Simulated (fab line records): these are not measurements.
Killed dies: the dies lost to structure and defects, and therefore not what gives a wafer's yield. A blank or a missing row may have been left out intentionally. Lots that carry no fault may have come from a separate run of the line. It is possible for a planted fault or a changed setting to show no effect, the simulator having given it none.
Chamber matching	flow sfqLine	4 sister chambers for SFQ_TRILAYER_I0_VIA_ETCH_VIA_ETCH_034 on rieDiel-02
The step etches SiO2 in CHF3, stops on Nb, target depth 260 nm. 8 wafers are shown with their chamber, then 7 later ones without.

EACH WAFER AND ITS CHAMBER
wafer	chamber	drypumpMotorCurrentA (A)	oesProductAu (a.u.)
L663.2	3	5.9	0.850
L665.1	0	5.5	0.859
L665.4	3	5.9	0.862
L667.1	2	5.8	0.854
L667.2	1	6.1	0.847
L667.3	0	5.6	0.856
L668.2	2	5.9	0.845
L668.3	1	6.1	0.850

WAFERS WITH NO CHAMBER GIVEN
wafer	drypumpMotorCurrentA (A)	oesProductAu (a.u.)
L668.4	5.8	0.852
L671.2	5.8	0.854
L671.5	6.1	0.855
L671.6	5.9	0.846
L676.1	5.8	0.858
L676.2	6.1	0.862
L676.5	5.9	0.852

WHICH CHAMBER EACH WENT THROUGH
wafer	from the rows above	in truth
L668.4	can't be placed: 2 or 3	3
L671.2	can't be placed: 2 or 3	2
L671.5	1	1
L671.6	can't be placed: 2 or 3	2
L676.1	can't be placed: 2 or 3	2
L676.2	can't be placed: 1 or 3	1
L676.5	can't be placed: 3 or 2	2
Correct placement for 1 of the 7. Unplaceable from these rows: 6, with the true chamber sitting among the candidates in 6. Number placed wrongly: 0.
How it was worked out, from the rows above alone: a wafer's distance from a chamber is the root of the sum, over the readings, of the square of ((its reading less the chamber's mean) divided by the reading's scatter). If the next closest chamber is less than 2 further off than the closest, the wafer can't be placed; otherwise it belongs to the closest. For every chamber, the mean is computed from those of its wafers that are shown. The scatter: the root of (the sum of the squares of (reading less its chamber's mean) over the shown wafers, divided by (wafers less chambers)).
